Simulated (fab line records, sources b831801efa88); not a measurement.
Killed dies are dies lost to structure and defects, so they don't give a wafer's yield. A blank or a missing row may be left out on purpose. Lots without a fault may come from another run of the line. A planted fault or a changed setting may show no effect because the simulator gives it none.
Which tool did it? | flow sky130 | 13 lots, 39 wafers sampled, at 5 steps of a route of 708

WHAT THE GAUGES READ, wafer by wafer
SKY_NWELL_TW_MEAS_15.
lot  | measured     | on            | NWELL_TW
L731 | day 4 16:49  | film_metro-03 | 1847 1844 1852
L734 | day 5 09:13  | film_metro-01 | 1818 1815 1809
L736 | day 5 16:25  | film_metro-01 | 1811 1800 1811
L737 | day 6 00:28  | film_metro-01 | 1808 1820 1817
L738 | day 6 08:34  | film_metro-04 | 1798 1812 1807
L740 | day 6 16:56  | film_metro-01 | 1815 1808 1816
L742 | day 7 07:58  | film_metro-03 | 1848 1844 1844
L743 | day 7 13:23  | film_metro-03 | 1838 1841 1835
L745 | day 7 21:58  | film_metro-03 | 1839 1834 1837
L747 | day 8 13:57  | film_metro-03 | 1855 1858 1864
L752 | day 9 13:44  | film_metro-03 | 1852 1850 1845
L753 | day 9 20:44  | film_metro-01 | 1803 1803 1806
L754 | day 10 03:59 | film_metro-03 | 1856 1846 1855

SKY_RES_PROTECT_TW_MEAS_08.
lot  | measured     | on            | POLY_GATE_TW
L731 | day 15 03:35 | film_metro-03 | 4102 4121 4117
L734 | day 16 17:44 | film_metro-02 | 4070 4062 4053
L736 | day 16 17:37 | film_metro-01 | 4016 3992 4005
L737 | day 17 02:07 | film_metro-03 | 4102 4113 4087
L738 | day 17 20:29 | film_metro-01 | 4011 4038 4029
L740 | day 18 02:56 | film_metro-03 | 4093 4094 4103
L742 | day 19 03:06 | film_metro-01 | 3997 3989 4001
L743 | day 19 15:16 | film_metro-02 | 30 30 30
L745 | day 20 02:31 | film_metro-02 | 4080 4083 4072
L747 | day 21 00:49 | film_metro-02 | 4086 4085 4076
L752 | day 22 06:36 | film_metro-02 | 4034 4033 4032
L753 | day 22 17:29 | film_metro-01 | 4025 4017 4004
L754 | day 23 03:42 | film_metro-03 | 4073 4074 4077

SKY_LDD_HVN_OVL_MEAS_07.
lot  | measured     | on         | LDD_HVN_OVL (nm)
L731 | day 20 08:02 | overlay-01 | -1.5 -0.4 -2.7
L734 | day 22 02:23 | overlay-01 | 1.2 0.1 1.3
L736 | day 22 00:33 | overlay-01 | 1.4 2.2 0.3
L737 | day 22 08:46 | overlay-02 | -0.5 -1.3 -2.0
L738 | day 23 05:00 | overlay-01 | 1.4 1.1 3.7
L740 | day 23 12:05 | overlay-01 | -1.5 0.2 0.3
L742 | day 24 08:56 | overlay-02 | -1.1 1.0 -0.6
L743 | day 24 22:26 | overlay-02 | -3.5 -2.5 -3.3
L745 | day 25 08:54 | overlay-01 | -1.3 -0.8 -0.5
L747 | day 26 06:07 | overlay-02 | -0.3 -0.4 -0.4
L752 | day 27 10:27 | overlay-01 | -0.1 -0.4 -2.4
L753 | day 27 19:59 | overlay-02 | 0.8 -1.1 -0.9
L754 | day 28 05:35 | overlay-02 | -1.3 1.1 -0.1

WHICH TOOL RAN EACH LOT (tool, then ch and the chambers of the sampled wafers, then the start)
lot  | SKY_FIELD_ISO_ETCH_15             | SKY_RES_PROTECT_EXPOSE_04
L731 | rie_diel-02 ch 1,2,3, day 2 07:12 | iline_stepper-02 ch 0, day 14 14:04
L734 | rie_diel-02 ch 0,1,2, day 3 00:40 | iline_stepper-02 ch 0, day 16 02:55
L736 | rie_diel-04 ch 2,3, day 3 06:33   | iline_stepper-01 ch 0, day 16 02:40
L737 | rie_diel-03 ch 1,2,3, day 3 11:27 | iline_stepper-02 ch 0, day 16 11:48
L738 | rie_diel-02 ch 0,1,3, day 3 19:07 | iline_stepper-02 ch 0, day 17 05:50
L740 | rie_diel-03 ch 2,3, day 4 03:03   | iline_stepper-02 ch 0, day 17 11:38
L742 | rie_diel-03 ch 0,1,2, day 4 16:33 | iline_stepper-02 ch 0, day 18 11:21
L743 | rie_diel-02 ch 1,2, day 4 20:04   | iline_stepper-02 ch 0, day 19 00:10
L745 | rie_diel-03 ch 0,2,3, day 5 04:49 | iline_stepper-01 ch 0, day 19 11:16
L747 | rie_diel-04 ch 0,1,2, day 5 17:06 | iline_stepper-02 ch 0, day 20 09:20
L752 | rie_diel-04 ch 0,2,3, day 6 17:48 | iline_stepper-02 ch 0, day 21 15:43
L753 | rie_diel-02 ch 0,1,3, day 7 00:18 | iline_stepper-02 ch 0, day 22 02:05
L754 | rie_diel-04 ch 1,2,3, day 7 04:21 | iline_stepper-02 ch 0, day 22 12:14
- SKY_FIELD_ISO_ETCH_15: etches the open film in CHF3/O2, stops on Si, target depth 180 nm, time 72 s.
- SKY_RES_PROTECT_EXPOSE_04: exposes mask RPM, target cd 1270 nm.

WHAT THE TOOLS THEMSELVES READ (means of the sampled wafers that have a number; where no wafer has one, the mark that the record gives instead)
SKY_FIELD_ISO_ETCH_15.
lot  | tool        | drypump_motor_current_A (A) | oes_product_au (a.u.) | throttle_valve_pct (%)
L731 | rie_diel-02 | 5.3                         | 0.941                 | 8.850
L734 | rie_diel-02 | 5.6                         | 0.938                 | 8.828
L736 | rie_diel-04 | 5.8                         | 0.937                 | 8.840
L737 | rie_diel-03 | 6.2                         | 0.936                 | 8.836
L738 | rie_diel-02 | 5.7                         | 0.946                 | 8.846
L740 | rie_diel-03 | 6.1                         | 0.936                 | 8.847
L742 | rie_diel-03 | 6.0                         | 0.948                 | 8.837
L743 | rie_diel-02 | 5.1                         | 0.952                 | 8.849
L745 | rie_diel-03 | 5.9                         | 0.940                 | 8.838
L747 | rie_diel-04 | 6.1                         | 0.950                 | 8.846
L752 | rie_diel-04 | 5.6                         | 0.935                 | 8.841
L753 | rie_diel-02 | 5.7                         | 0.943                 | 8.838
L754 | rie_diel-04 | 5.8                         | 0.949                 | 8.847

THE ANSWER, worked out from the rows above alone
Rule: what is usual is taken from the lots themselves. Put in order of their means at a reading, lots are off if they are a third of the lots or fewer, leave a main group of 4 or more, and stand apart from it by a gap of 3 or more times the standard deviation of the main group's means; of several such gaps the widest counts. A main group whose means are all the same, to the digits that the tables above print for the reading, isn't used. A lot without any number at a reading at which 4 lots or more have one is off too. The other lots that the step has rows for count as sound. The gauges are gone through in route order, then the tools' own readings, and for those a lot's mean is taken as printed above. The first step at which some lot is off is used, and at that step the reading that is off furthest; a lot without a number counts as furthest.
Off: L743, at SKY_RES_PROTECT_TW_MEAS_08 (POLY_GATE_TW). The main group: mean 4057, standard deviation 39.
A tool fits if, at a process step before that reading, it ran every lot that is off, and no sound lot after the first of them. The gauges at SKY_RES_PROTECT_TW_MEAS_08 are tried like those tools. None of those tried fits.

WHAT THE SIMULATOR HAD PUT IN
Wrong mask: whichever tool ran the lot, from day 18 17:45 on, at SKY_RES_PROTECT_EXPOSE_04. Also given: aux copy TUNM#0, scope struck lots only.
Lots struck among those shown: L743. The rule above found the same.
